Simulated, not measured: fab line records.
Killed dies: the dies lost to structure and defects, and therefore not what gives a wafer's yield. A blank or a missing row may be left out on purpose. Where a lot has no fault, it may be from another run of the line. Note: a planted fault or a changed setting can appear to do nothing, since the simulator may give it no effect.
fab line records	flow sky130
record lots=13	wafers=39	last_day=50
route steps=708 shown SONOS_TUNNEL@162 SONOS_ONO@171 GATE_OXIDE@197 PAD_OPEN@708
lots untouched by any fault: they come from a run of this same line in which no faults occurred
start_h: hours from the record's first day to the start of the lot's first wafer shown	wait_h: how many hours have passed since the lot's step before this one	" as in the row above	L1.1+2: a single row standing in for several wafers	- no value present, or no start provided	* or withheld: withheld	< > ~ a bound
route shown NAME@n: a module of which the file shows steps, and the number in the route of the first	usual: average and standard deviation across the fault-free wafers	same: alike in all rows	chamber/n: place in a boat	sites: per-site readings	_std_site: their standard deviation	_edge_site: mean of outer sites minus mean of inner sites	radius_mm: how far each site lies from the wafer's centre	mask NAME#n: copy n	behind: the tool/chamber that last shaped the wafer	hold: reason for holding the lot/hours on hold/outcome of the hold	device: whichever transistor did not switch (one of n, p or np)	end of line: the same wafers' tests at the end of the route	where a step has no rows: the recipe by itself	killed: not the wafer's yield, but the dies lost to structure and defects at the first sort	map: shows each die of a wafer: x if killed, . if not, _ if none is there
set.NAME: the setting the step ran with; set.NAME@STEP: the setting that earlier step ran with	model.NAME: the simulator's own value behind a step, which no gauge read
steps of the route over a sample of lots; a table a step, a row a wafer
services: a tool's chamber out of use, with start hour (start_h, from the record's first day; less than 0 if before it), hours out, and reason
## steps
# step SKY_SONOS_TUNNEL_OVL_MEAS_08
# usual SONOS_TUNNEL_OVL=-0.6/1.2
lot.wafer	tool	chamber	start_h	wait_h	SONOS_TUNNEL_OVL[nm]
L669.1	overlay-02	-	255.31	0.1	-0.5
L669.3	"	-	"	"	-1.9
L669.4	"	-	"	"	-0.1
L670.3	overlay-02	-	266.02	0.1	0.8
L670.4	"	-	"	"	0.7
L670.6	"	-	"	"	-0.6
L673.4	overlay-01	-	280.78	0.1	-1.8
L673.5	"	-	"	"	-1.1
L673.6	"	-	"	"	-0.3
L674.2	overlay-01	-	291.52	0.1	0.7
L674.4	"	-	"	"	0.8
L674.6	"	-	"	"	1.2
L676.1	overlay-02	-	314.56	0.1	-1.2
L676.4	"	-	"	"	-2.4
L676.5	"	-	"	"	-1.4
L677.1	overlay-01	-	318.10	0.1	-1.2
L677.2	"	-	"	"	-2.1
L677.3	"	-	"	"	-0.6
L678.1	overlay-02	-	325.11	0.1	0.3
L678.4	"	-	"	"	-0.5
L678.6	"	-	"	"	0.6
L680.2	overlay-01	-	340.92	0.1	0.3
L680.4	"	-	"	"	-1.0
L680.6	"	-	"	"	-0.2
L682.1	overlay-01	-	354.95	0.1	-0.3
L682.2	"	-	"	"	0.7
L682.4	"	-	"	"	-0.9
L683.1	overlay-01	-	364.77	0.1	-0.4
L683.2	"	-	"	"	0.2
L683.6	"	-	"	"	1.2
L684.1	overlay-01	-	368.20	0.1	-1.9
L684.4	"	-	"	"	-0.5
L684.6	"	-	"	"	-1.3
L685.3	overlay-02	-	375.26	0.1	0.5
L685.4	"	-	"	"	2.0
L685.6	"	-	"	"	-0.7
L692.2	overlay-01	-	431.87	0.1	-0.6
L692.3	"	-	"	"	-2.4
L692.5	"	-	"	"	-0.5
# step SKY_SONOS_ONO_THK_MEAS_03
# recipe reads=Si3N4_of_SONOS_ONO_CVD_02
# usual SONOS_ONO_CVD_02_THK=10.51/0.15
lot.wafer	tool	chamber	start_h	wait_h	SONOS_ONO_CVD_02_THK[nm]
L669.1	film_metro-03	-	263.38	0.0	10.59
L669.3	"	-	"	"	10.63
L669.4	"	-	"	"	10.63
L670.3	film_metro-04	-	273.24	0.0	10.51
L670.4	"	-	"	"	10.57
L670.6	"	-	"	"	10.57
L673.4	film_metro-04	-	287.71	0.0	10.73
L673.5	"	-	"	"	10.78
L673.6	"	-	"	"	10.71
L674.2	film_metro-03	-	294.85	0.0	10.35
L674.4	"	-	"	"	10.44
L674.6	"	-	"	"	10.43
L676.1	film_metro-03	-	318.50	0.0	10.67
L676.4	"	-	"	"	10.66
L676.5	"	-	"	"	10.73
L677.1	film_metro-01	-	323.88	0.0	10.51
L677.2	"	-	"	"	10.35
L677.3	"	-	"	"	10.51
L678.1	film_metro-01	-	332.56	0.0	10.54
L678.4	"	-	"	"	10.55
L678.6	"	-	"	"	10.43
L680.2	film_metro-01	-	344.84	0.0	10.36
L680.4	"	-	"	"	10.44
L680.6	"	-	"	"	10.35
L682.1	film_metro-03	-	361.68	0.0	10.67
L682.2	"	-	"	"	10.64
L682.4	"	-	"	"	10.54
L683.1	film_metro-01	-	370.84	0.0	10.42
L683.2	"	-	"	"	10.52
L683.6	"	-	"	"	10.45
L684.1	film_metro-01	-	373.18	0.0	10.40
L684.4	"	-	"	"	10.47
L684.6	"	-	"	"	10.43
L685.3	film_metro-01	-	380.39	0.0	10.46
L685.4	"	-	"	"	10.61
L685.6	"	-	"	"	10.45
L692.2	film_metro-01	-	439.27	0.0	10.58
L692.3	"	-	"	"	10.55
L692.5	"	-	"	"	10.62
# step SKY_SONOS_ONO_CVD_04
# recipe material=SiO2	precursor=SiH4/N2O	target_thk_nm=5.7199	temp_c=900	pressure_mtorr=400
# usual spike_tc_centre_C=901.7/1.1	zone_power_lower_pct=21/3.9
lot.wafer	tool	chamber	start_h	wait_h	spike_tc_centre_C	zone_power_lower_pct
L669.1	lpcvd-03	0	263.44	0.1	901.7	23
L669.3	"	0	"	"	902.4	24
L669.4	"	0	"	"	902.3	24
L670.3	lpcvd-03	1	273.28	0.0	901.9	15
L670.4	"	1	"	"	900.7	15
L670.6	"	1	"	"	899.5	15
L673.4	lpcvd-03	0	287.74	0.0	901.7	24
L673.5	"	0	"	"	900.2	24
L673.6	"	0	"	"	901.5	24
L674.2	lpcvd-03	1	294.90	0.0	901.3	15
L674.4	"	1	"	"	902.0	15
L674.6	"	1	"	"	900.1	15
L676.1	lpcvd-03	0	318.56	0.1	901.9	23
L676.4	"	0	"	"	901.8	23
L676.5	"	0	"	"	902.9	23
L677.1	lpcvd-03	1	323.94	0.1	901.9	15
L677.2	"	1	"	"	899.8	15
L677.3	"	1	"	"	902.2	15
L678.1	lpcvd-03	0	332.62	0.1	902.7	23
L678.4	"	0	"	"	903.1	24
L678.6	"	0	"	"	901.3	24
L680.2	lpcvd-03	0	344.89	0.0	900.5	23
L680.4	"	0	"	"	903.4	24
L680.6	"	0	"	"	902.9	24
L682.1	lpcvd-03	0	361.74	0.1	902.6	24
L682.2	"	0	"	"	900.5	24
L682.4	"	0	"	"	901.4	24
L683.1	lpcvd-03	0	370.90	0.1	901.6	23
L683.2	"	0	"	"	900.5	24
L683.6	"	0	"	"	902.0	24
L684.1	lpcvd-03	1	373.24	0.1	899.9	15
L684.4	"	1	"	"	900.8	15
L684.6	"	1	"	"	899.4	15
L685.3	lpcvd-03	0	380.43	0.0	901.4	23
L685.4	"	0	"	"	901.0	23
L685.6	"	0	"	"	902.8	24
L692.2	lpcvd-03	0	439.32	0.0	902.3	24
L692.3	"	0	"	"	900.5	24
L692.5	"	0	"	"	901.3	24
# step SKY_SONOS_ONO_THK_MEAS_05
# recipe reads=SiO2_of_SONOS_ONO_CVD_04
# usual SONOS_ONO_CVD_04_THK=5.72/0.091
lot.wafer	tool	chamber	start_h	wait_h	SONOS_ONO_CVD_04_THK[nm]
L669.1	film_metro-04	-	264.69	0.0	5.78
L669.3	"	-	"	"	5.73
L669.4	"	-	"	"	5.67
L670.3	film_metro-03	-	274.57	0.0	5.62
L670.4	"	-	"	"	5.59
L670.6	"	-	"	"	5.56
L673.4	film_metro-04	-	289.02	0.0	5.61
L673.5	"	-	"	"	5.73
L673.6	"	-	"	"	5.68
L674.2	film_metro-01	-	296.16	0.0	5.54
L674.4	"	-	"	"	5.65
L674.6	"	-	"	"	5.69
L676.1	film_metro-01	-	319.81	0.0	5.68
L676.4	"	-	"	"	5.86
L676.5	"	-	"	"	5.97
L677.1	film_metro-03	-	325.19	0.0	5.79
L677.2	"	-	"	"	5.79
L677.3	"	-	"	"	5.86
L678.1	film_metro-01	-	333.87	0.0	5.69
L678.4	"	-	"	"	5.71
L678.6	"	-	"	"	5.62
L680.2	film_metro-04	-	346.15	0.0	5.76
L680.4	"	-	"	"	5.79
L680.6	"	-	"	"	5.83
L682.1	film_metro-01	-	362.99	0.0	5.94
L682.2	"	-	"	"	5.84
L682.4	"	-	"	"	5.87
L683.1	film_metro-04	-	372.15	0.0	5.25
L683.2	"	-	"	"	5.11
L683.6	"	-	"	"	5.11
L684.1	film_metro-04	-	374.49	0.0	5.33
L684.4	"	-	"	"	5.23
L684.6	"	-	"	"	5.24
L685.3	film_metro-01	-	381.70	0.0	5.32
L685.4	"	-	"	"	5.39
L685.6	"	-	"	"	5.49
L692.2	film_metro-04	-	440.65	0.1	5.66
L692.3	"	-	"	"	5.77
L692.5	"	-	"	"	5.66
# step SKY_GATE_OXIDE_OVL_MEAS_10
# usual GATE_OXIDE_OVL=-0.1/1.5
lot.wafer	tool	chamber	start_h	wait_h	GATE_OXIDE_OVL[nm]
L669.1	overlay-01	-	317.58	0.1	-1.0
L669.3	"	-	"	"	-3.3
L669.4	"	-	"	"	-2.3
L670.3	overlay-02	-	329.65	0.1	-0.4
L670.4	"	-	"	"	0.6
L670.6	"	-	"	"	1.5
L673.4	overlay-01	-	343.67	0.1	-3.1
L673.5	"	-	"	"	-0.3
L673.6	"	-	"	"	-2.9
L674.2	overlay-02	-	352.70	0.1	0.8
L674.4	"	-	"	"	-1.1
L674.6	"	-	"	"	-0.7
L676.1	overlay-02	-	377.60	0.1	1.8
L676.4	"	-	"	"	0.9
L676.5	"	-	"	"	3.7
L677.1	overlay-01	-	384.29	0.1	-0.7
L677.2	"	-	"	"	-1.2
L677.3	"	-	"	"	-2.5
L678.1	overlay-01	-	390.55	0.1	-1.0
L678.4	"	-	"	"	-1.3
L678.6	"	-	"	"	0.4
L680.2	overlay-01	-	403.91	0.1	-0.3
L680.4	"	-	"	"	-1.4
L680.6	"	-	"	"	-0.8
L682.1	overlay-01	-	423.39	0.1	1.0
L682.2	"	-	"	"	3.2
L682.4	"	-	"	"	0.7
L683.1	overlay-01	-	433.68	0.1	1.2
L683.2	"	-	"	"	-0.2
L683.6	"	-	"	"	0.5
L684.1	overlay-01	-	435.49	0.1	-2.2
L684.4	"	-	"	"	-1.6
L684.6	"	-	"	"	-2.7
L685.3	overlay-02	-	445.02	0.1	1.1
L685.4	"	-	"	"	-0.4
L685.6	"	-	"	"	4.2
L692.2	overlay-01	-	504.06	0.1	-0.2
L692.3	"	-	"	"	-0.7
L692.5	"	-	"	"	-0.4
# step SKY_PAD_OPEN_PROBE_99
# usual killed_at_M0_to_M3=43/6.6	killed_at_M4_up=2.9/1.8	killed_at_contacts=25/5.3	killed_at_front_end=15/4.1	killed_at_other=0.3/0.6	killed_dies=86/8.8	killed_open=47/6.7	killed_short=39/6.2
# same gross_dies=492	killed_at_back_side=0
lot.wafer	tool	chamber	start_h	wait_h	killed_at_M0_to_M3	killed_at_M4_up	killed_at_contacts	killed_at_front_end	killed_at_other	killed_dies	killed_open	killed_short
L669.1	prober-01	-	1080.28	0.1	42	0	23	11	0	76	44	32
L669.3	prober-01	-	1080.38	0.2	36	3	22	15	0	76	44	32
L669.4	prober-01	-	1080.43	0.2	39	1	22	18	0	80	43	37
L670.3	prober-02	-	1089.16	0.2	47	2	23	16	0	88	44	44
L670.4	prober-02	-	1089.21	0.2	53	1	27	14	0	95	51	44
L670.6	prober-02	-	1089.31	0.2	37	2	21	15	0	75	36	39
L673.4	prober-01	-	1101.51	0.2	35	2	22	14	0	73	38	35
L673.5	prober-01	-	1101.56	0.2	39	3	31	13	0	86	49	37
L673.6	prober-01	-	1101.61	0.2	56	3	20	12	0	91	46	45
L674.2	prober-02	-	1113.17	0.1	45	1	26	19	1	92	54	38
L674.4	prober-02	-	1113.27	0.2	43	6	23	12	1	85	49	36
L674.6	prober-02	-	1113.37	0.2	45	5	25	15	0	90	50	40
L676.1	prober-02	-	1128.68	0.1	32	7	21	18	0	78	35	43
L676.4	prober-02	-	1128.83	0.2	67	4	17	12	0	100	57	43
L676.5	prober-02	-	1128.88	0.2	42	1	34	12	0	89	54	35
L677.1	prober-01	-	1133.77	0.1	43	3	19	12	0	77	56	21
L677.2	prober-01	-	1133.82	0.1	39	2	16	24	0	81	35	46
L677.3	prober-01	-	1133.87	0.2	35	5	27	13	0	80	41	39
L678.1	prober-01	-	1136.14	0.1	35	3	26	17	0	81	44	37
L678.4	prober-01	-	1136.29	0.2	47	4	31	9	0	91	56	35
L678.6	prober-01	-	1136.39	0.2	42	3	24	18	0	87	52	34
L680.2	prober-01	-	1141.71	0.1	40	0	33	19	0	92	50	42
L680.4	prober-01	-	1141.81	0.2	26	2	27	18	0	73	35	37
L680.6	prober-01	-	1141.91	0.2	35	3	28	21	1	88	42	46
L682.1	prober-01	-	1154.46	0.1	42	5	28	12	0	87	50	37
L682.2	prober-01	-	1154.51	0.1	36	5	19	14	0	74	43	30
L682.4	prober-01	-	1154.61	0.2	49	6	25	16	4	100	46	52
L683.1	prober-02	-	1163.29	0.1	47	2	26	13	1	89	43	45
L683.2	prober-02	-	1163.34	0.1	38	3	27	18	2	88	49	38
L683.6	prober-02	-	1163.54	0.2	40	1	21	18	0	80	43	37
L684.1	prober-01	-	1169.16	0.1	44	3	18	12	1	78	41	33
L684.4	prober-01	-	1169.31	0.2	38	3	16	10	1	68	36	31
L684.6	prober-01	-	1169.41	0.2	50	3	23	10	0	86	36	50
L685.3	prober-02	-	1170.21	0.2	42	3	22	13	0	80	46	34
L685.4	prober-02	-	1170.26	0.2	46	1	19	12	0	78	42	36
L685.6	prober-02	-	1170.36	0.2	42	3	26	17	1	89	41	47
L692.2	prober-01	-	1201.20	0.1	44	3	21	19	0	87	49	38
L692.3	prober-01	-	1201.25	0.2	47	1	21	13	0	82	54	27
L692.5	prober-01	-	1201.35	0.2	33	2	27	14	0	76	42	34
# killed by level:class
L669.1 CONTACT:geometric_particle:open=11 VIA1:geometric_particle:open=10 METAL2:geometric_particle:short=9 VIA3:geometric_particle:open=5 LI_CONTACT:geometric_particle:open=4 VIA2:geometric_particle:open=4 FIELD_ISO:geometric_particle:short=3 FIELD_ISO:geometric_particle:open=3
L669.3 VIA1:geometric_particle:open=8 CONTACT:geometric_particle:open=7 LI_CONTACT:geometric_particle:open=7 METAL2:geometric_particle:short=6 VIA1:geometric_particle:short=6 FIELD_ISO:geometric_particle:open=5 CONTACT:geometric_particle:short=4 VIA3:geometric_particle:open=4
L669.4 VIA1:geometric_particle:open=9 VIA2:geometric_particle:open=9 CONTACT:geometric_particle:open=7 POLY_GATE:geometric_particle:short=6 METAL1:geometric_particle:short=5 LOCAL_INTERCONNECT:geometric_particle:short=5 FIELD_ISO:geometric_particle:open=4 POLY_GATE:geometric_particle:open=4
L670.3 VIA2:geometric_particle:open=13 CONTACT:geometric_particle:open=7 CONTACT:geometric_particle:short=7 METAL1:geometric_particle:short=6 VIA3:geometric_particle:open=6 VIA1:geometric_particle:open=5 METAL3:geometric_particle:short=5 FIELD_ISO:geometric_particle:short=4
L670.4 VIA3:geometric_particle:open=12 LI_CONTACT:geometric_particle:open=9 VIA1:geometric_particle:open=9 VIA1:geometric_particle:short=7 METAL2:geometric_particle:short=6 CONTACT:geometric_particle:short=6 VIA2:geometric_particle:open=6 LOCAL_INTERCONNECT:geometric_particle:short=4
L670.6 CONTACT:geometric_particle:open=7 VIA2:geometric_particle:open=6 LI_CONTACT:geometric_particle:open=5 METAL2:geometric_particle:short=5 METAL1:geometric_particle:short=5 POLY_GATE:geometric_particle:open=4 VIA3:geometric_particle:open=4 CONTACT:geometric_particle:short=4
L673.4 CONTACT:geometric_particle:open=8 LI_CONTACT:geometric_particle:open=7 VIA1:geometric_particle:open=6 METAL3:geometric_particle:short=6 FIELD_ISO:geometric_particle:open=5 VIA2:geometric_particle:open=5 VIA3:geometric_particle:open=5 FIELD_ISO:geometric_particle:short=4
L673.5 LI_CONTACT:geometric_particle:open=13 VIA1:geometric_particle:open=12 CONTACT:geometric_particle:short=7 CONTACT:geometric_particle:open=6 METAL1:geometric_particle:short=6 FIELD_ISO:geometric_particle:open=5 METAL2:geometric_particle:short=5 VIA1:geometric_particle:short=4
L673.6 VIA1:geometric_particle:open=15 VIA2:geometric_particle:short=7 VIA1:geometric_particle:short=6 VIA3:geometric_particle:open=6 METAL2:geometric_particle:short=6 VIA2:geometric_particle:open=6 CONTACT:geometric_particle:short=5 LI_CONTACT:geometric_particle:open=5
L674.2 VIA1:geometric_particle:open=12 VIA2:geometric_particle:open=11 CONTACT:geometric_particle:open=8 CONTACT:geometric_particle:short=7 FIELD_ISO:geometric_particle:open=6 LI_CONTACT:geometric_particle:open=5 VIA3:geometric_particle:open=5 VIA1:geometric_particle:short=4
L674.4 VIA1:geometric_particle:open=15 CONTACT:geometric_particle:open=13 METAL1:geometric_particle:short=6 VIA3:geometric_particle:open=6 VIA2:geometric_particle:open=5 METAL2:geometric_particle:short=4 METAL3:geometric_particle:short=4 METAL4:geometric_particle:short=4
L674.6 VIA1:geometric_particle:open=14 CONTACT:geometric_particle:open=8 LI_CONTACT:geometric_particle:open=7 METAL1:geometric_particle:short=6 VIA1:geometric_particle:short=6 LOCAL_INTERCONNECT:geometric_particle:short=5 FIELD_ISO:geometric_particle:short=4 POLY_GATE:geometric_particle:open=4
L676.1 CONTACT:geometric_particle:open=7 POLY_GATE:geometric_particle:short=5 POLY_GATE:geometric_particle:open=5 CONTACT:geometric_particle:short=5 METAL2:geometric_particle:short=5 VIA2:geometric_particle:open=5 METAL3:geometric_particle:short=5 METAL4:geometric_particle:short=5
L676.4 VIA3:geometric_particle:open=11 VIA1:geometric_particle:open=11 CONTACT:geometric_particle:open=9 METAL1:geometric_particle:short=8 VIA2:geometric_particle:open=7 METAL2:geometric_particle:short=5 VIA3:geometric_particle:short=5 VIA2:geometric_particle:short=4
L676.5 CONTACT:geometric_particle:open=13 VIA1:geometric_particle:open=9 VIA3:geometric_particle:open=8 VIA1:geometric_particle:short=7 VIA2:geometric_particle:open=7 LI_CONTACT:geometric_particle:open=6 CONTACT:geometric_particle:short=6 FIELD_ISO:geometric_particle:open=5
L677.1 VIA1:geometric_particle:open=14 CONTACT:geometric_particle:open=10 VIA2:geometric_particle:open=10 VIA1:geometric_particle:short=5 POLY_GATE:geometric_particle:short=4 VIA3:geometric_particle:open=4 LOCAL_INTERCONNECT:geometric_particle:open=4 FIELD_ISO:geometric_particle:open=3
L677.2 POLY_GATE:geometric_particle:short=11 VIA1:geometric_particle:open=10 VIA1:geometric_particle:short=7 FIELD_ISO:geometric_particle:short=6 VIA2:geometric_particle:open=6 VIA3:geometric_particle:short=6 LI_CONTACT:geometric_particle:open=5 METAL1:geometric_particle:short=5
L677.3 VIA1:geometric_particle:open=11 CONTACT:geometric_particle:open=11 POLY_GATE:geometric_particle:short=6 VIA1:geometric_particle:short=5 VIA3:geometric_particle:open=5 FIELD_ISO:geometric_particle:short=4 LI_CONTACT:geometric_particle:short=4 LI_CONTACT:geometric_particle:open=4
L678.1 LI_CONTACT:geometric_particle:open=9 VIA2:geometric_particle:open=8 CONTACT:geometric_particle:short=6 FIELD_ISO:geometric_particle:open=5 VIA3:geometric_particle:open=5 LOCAL_INTERCONNECT:geometric_particle:short=4 POLY_GATE:geometric_particle:short=4 POLY_GATE:geometric_particle:open=4
L678.4 VIA1:geometric_particle:open=12 CONTACT:geometric_particle:open=11 LI_CONTACT:geometric_particle:open=10 VIA2:geometric_particle:open=8 LI_CONTACT:geometric_particle:short=7 VIA3:geometric_particle:open=7 VIA1:geometric_particle:short=6 METAL2:geometric_particle:short=4
L678.6 CONTACT:geometric_particle:open=10 VIA1:geometric_particle:open=9 VIA3:geometric_particle:short=8 VIA3:geometric_particle:open=8 LI_CONTACT:geometric_particle:open=7 FIELD_ISO:geometric_particle:open=5 POLY_GATE:geometric_particle:short=4 POLY_GATE:geometric_particle:open=4
L680.2 VIA1:geometric_particle:open=11 LI_CONTACT:geometric_particle:open=11 CONTACT:geometric_particle:open=11 METAL2:geometric_particle:short=9 POLY_GATE:geometric_particle:short=5 CONTACT:geometric_particle:short=4 METAL1:geometric_particle:short=4 FIELD_ISO:geometric_particle:open=3
L680.4 LI_CONTACT:geometric_particle:open=11 METAL2:geometric_particle:short=6 VIA3:geometric_particle:open=6 FIELD_ISO:geometric_particle:open=5 FIELD_ISO:geometric_particle:short=5 VIA1:geometric_particle:short=5 LOCAL_INTERCONNECT:geometric_particle:short=4 CONTACT:geometric_particle:short=4
L680.6 CONTACT:geometric_particle:open=15 VIA1:geometric_particle:open=9 METAL2:geometric_particle:short=7 FIELD_ISO:geometric_particle:short=6 CONTACT:geometric_particle:short=6 POLY_GATE:geometric_particle:short=5 METAL1:geometric_particle:short=5 FIELD_ISO:geometric_particle:open=4
L682.1 LI_CONTACT:geometric_particle:open=13 CONTACT:geometric_particle:open=9 VIA1:geometric_particle:open=7 VIA2:geometric_particle:open=6 METAL1:geometric_particle:short=6 METAL2:geometric_particle:short=6 VIA3:geometric_particle:open=5 POLY_GATE:geometric_particle:open=4
L682.2 CONTACT:geometric_particle:open=6 VIA1:geometric_particle:open=6 VIA3:geometric_particle:open=6 LI_CONTACT:geometric_particle:open=5 VIA2:geometric_particle:open=5 POLY_GATE:geometric_particle:short=4 METAL2:geometric_particle:open=4 CONTACT:geometric_particle:short=4
L682.4 VIA2:geometric_particle:open=10 LI_CONTACT:geometric_particle:open=8 CONTACT:geometric_particle:open=8 METAL1:geometric_particle:short=8 FIELD_ISO:geometric_particle:short=7 VIA3:geometric_particle:open=6 METAL2:geometric_particle:short=5 CONTACT:geometric_particle:short=5
L683.1 CONTACT:geometric_particle:open=11 VIA1:geometric_particle:short=9 VIA2:geometric_particle:open=8 VIA1:geometric_particle:open=7 POLY_GATE:geometric_particle:short=6 LI_CONTACT:geometric_particle:open=6 METAL2:geometric_particle:short=6 POLY_GATE:geometric_particle:open=5
L683.2 CONTACT:geometric_particle:open=12 POLY_GATE:geometric_particle:short=7 LI_CONTACT:geometric_particle:open=7 VIA3:geometric_particle:open=7 VIA1:geometric_particle:open=7 POLY_GATE:geometric_particle:open=6 METAL2:geometric_particle:short=5 VIA2:geometric_particle:short=5
L683.6 CONTACT:geometric_particle:open=10 VIA3:geometric_particle:open=8 VIA1:geometric_particle:open=7 VIA2:geometric_particle:open=6 FIELD_ISO:geometric_particle:short=5 VIA1:geometric_particle:short=5 POLY_GATE:geometric_particle:short=4 POLY_GATE:geometric_particle:open=4
L684.1 CONTACT:geometric_particle:open=10 VIA1:geometric_particle:open=9 VIA2:geometric_particle:open=8 METAL2:geometric_particle:short=6 FIELD_ISO:geometric_particle:open=5 CONTACT:geometric_particle:short=5 VIA3:geometric_particle:open=5 VIA3:geometric_particle:short=4
L684.4 VIA1:geometric_particle:open=7 VIA2:geometric_particle:open=7 LI_CONTACT:geometric_particle:open=6 CONTACT:geometric_particle:open=6 METAL2:geometric_particle:short=6 VIA2:geometric_particle:short=4 METAL3:geometric_particle:short=4 FIELD_ISO:geometric_particle:short=3
L684.6 VIA1:geometric_particle:short=9 METAL2:geometric_particle:short=9 VIA1:geometric_particle:open=8 LI_CONTACT:geometric_particle:open=7 CONTACT:geometric_particle:open=6 LOCAL_INTERCONNECT:geometric_particle:short=5 VIA2:geometric_particle:open=5 LI_CONTACT:geometric_particle:short=4
L685.3 VIA1:geometric_particle:open=13 CONTACT:geometric_particle:open=8 VIA2:geometric_particle:open=8 LI_CONTACT:geometric_particle:open=6 METAL1:geometric_particle:short=6 FIELD_ISO:geometric_particle:short=5 LOCAL_INTERCONNECT:geometric_particle:short=5 VIA3:geometric_particle:open=5
L685.4 VIA3:geometric_particle:open=15 VIA1:geometric_particle:open=8 FIELD_ISO:geometric_particle:short=5 LI_CONTACT:geometric_particle:open=5 VIA1:geometric_particle:short=5 LOCAL_INTERCONNECT:geometric_particle:short=4 CONTACT:geometric_particle:open=4 METAL1:geometric_particle:short=4
L685.6 VIA3:geometric_particle:open=8 LOCAL_INTERCONNECT:geometric_particle:short=7 CONTACT:geometric_particle:short=7 FIELD_ISO:geometric_particle:open=6 LI_CONTACT:geometric_particle:open=6 METAL1:geometric_particle:short=6 METAL2:geometric_particle:short=6 FIELD_ISO:geometric_particle:short=5
L692.2 METAL2:geometric_particle:short=10 CONTACT:geometric_particle:open=7 METAL1:geometric_particle:short=7 VIA2:geometric_particle:open=7 FIELD_ISO:geometric_particle:open=6 VIA1:geometric_particle:open=6 POLY_GATE:geometric_particle:open=4 LI_CONTACT:geometric_particle:open=4
L692.3 VIA1:geometric_particle:open=21 VIA2:geometric_particle:open=8 LI_CONTACT:geometric_particle:open=7 VIA3:geometric_particle:short=6 FIELD_ISO:geometric_particle:open=5 POLY_GATE:geometric_particle:short=5 CONTACT:geometric_particle:short=5 CONTACT:geometric_particle:open=4
L692.5 CONTACT:geometric_particle:open=12 VIA1:geometric_particle:open=9 METAL1:geometric_particle:short=7 VIA2:geometric_particle:open=5 POLY_GATE:geometric_particle:short=4 LI_CONTACT:geometric_particle:open=4 LOCAL_INTERCONNECT:geometric_particle:short=4 CONTACT:geometric_particle:short=4
## services
tool	chamber	start_h	hours	kind
lpcvd-03	-	289.62	2.8	pm
## key
first_sign step=SKY_SONOS_ONO_THK_MEAS_05	reading=SONOS_ONO_CVD_04_THK	direction=down	sigmas=4.9	usual=5.72	struck=5.27
effect none on later readings
met_at SKY_SONOS_ONO_CVD_04
struck_lots L683,L684,L685
tester_left_out L683,L684,L685
not_acting_at SKY_SONOS_TUNNEL_OVL_MEAS_08,SKY_SONOS_ONO_THK_MEAS_03,SKY_GATE_OXIDE_OVL_MEAS_10
onset_between 361.74 370.90
fault kind=process_parameter_drift	tool=lpcvd-03	chamber=-	onset_h=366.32	steps=SKY_SONOS_ONO_CVD_04	channel=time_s	offset=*	shape=step	end_h=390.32	stated=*
# tester_left_out: of these lots the tester's yield and bins aren't shown, on N5 and GAA mostly nor the transistor test; their killed dies are dies lost to structure and defects alone, not to doping, threshold or leakage, so they don't give the yield
